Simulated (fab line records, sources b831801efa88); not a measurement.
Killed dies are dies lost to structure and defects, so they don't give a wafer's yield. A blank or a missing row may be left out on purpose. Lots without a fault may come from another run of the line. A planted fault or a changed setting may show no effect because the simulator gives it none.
Which tool did it? | flow gf180mcu | 11 lots, 33 wafers sampled, at 2 steps of a route of 602

WHAT THE GAUGES READ, wafer by wafer
GF_DUAL_GATE_THK_MEAS_03.
lot  | measured     | on            | DUAL_GATE_OXIDATION_00_THK (nm)
L512 | day 7 17:52  | film_metro-03 | 10.89 10.76 10.95
L513 | day 7 23:04  | film_metro-03 | 10.65 10.59 10.41
L514 | day 8 05:23  | film_metro-01 | 11.01 11.07 11.04
L515 | day 8 12:40  | film_metro-02 | 10.68 10.86 10.70
L516 | day 8 19:59  | film_metro-02 | 10.68 10.86 10.89
L520 | day 9 22:08  | film_metro-01 | 10.91 11.22 10.89
L522 | day 10 07:52 | film_metro-01 | 9.91 9.68 9.77
L526 | day 11 13:31 | film_metro-02 | 9.59 9.36 9.27
L531 | day 13 00:54 | film_metro-02 | 11.01 11.03 10.87
L533 | day 13 12:09 | film_metro-02 | 11.31 10.98 11.03
L535 | day 14 01:25 | film_metro-03 | 10.85 10.87 10.85

WHICH TOOL RAN EACH LOT (tool, then ch and the chambers of the sampled wafers, then the start)
lot  | GF_DUAL_GATE_OXIDATION_02
L512 | furnace-02 ch 0, day 7 16:25
L513 | furnace-01 ch 0, day 7 21:37
L514 | furnace-01 ch 0, day 8 03:56
L515 | furnace-02 ch 0, day 8 11:13
L516 | furnace-01 ch 0, day 8 18:31
L520 | furnace-01 ch 0, day 9 20:42
L522 | furnace-01 ch 0, day 10 06:25
L526 | furnace-01 ch 0, day 11 12:04
L531 | furnace-02 ch 0, day 12 23:25
L533 | furnace-02 ch 0, day 13 10:38
L535 | furnace-02 ch 0, day 13 23:58
- GF_DUAL_GATE_OXIDATION_02: stabilise 600 s, purge 300 s, target thk 10.887 nm.

THE ANSWER, worked out from the rows above alone
Rule: what is usual is taken from the lots themselves. Put in order of their means at a reading, lots are off if they are a third of the lots or fewer, leave a main group of 4 or more, and stand apart from it by a gap of 3 or more times the standard deviation of the main group's means; of several such gaps the widest counts. A main group whose means are all the same, to the digits that the tables above print for the reading, isn't used. A lot without any number at a reading at which 4 lots or more have one is off too. The other lots that the step has rows for count as sound.
Off: L522, L526, at GF_DUAL_GATE_THK_MEAS_03 (DUAL_GATE_OXIDATION_00_THK). The main group: mean 10.88 nm, standard deviation 0.16.
A tool fits if, at a process step before that reading, it ran every lot that is off, and no sound lot after the first of them. The gauges at GF_DUAL_GATE_THK_MEAS_03 are tried like those tools. One fits: furnace-01 at GF_DUAL_GATE_OXIDATION_02. Its last sound lot is L520 (day 9 20:42), its first lot that is off L522 (day 10 06:25): a fault that began between those two fits.

WHAT THE SIMULATOR HAD PUT IN
Process parameter drift: furnace-01, from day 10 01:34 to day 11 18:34, at GF_DUAL_GATE_OXIDATION_02. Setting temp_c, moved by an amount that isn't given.
Lots struck among those shown: L522, L526. The rule above found the same.
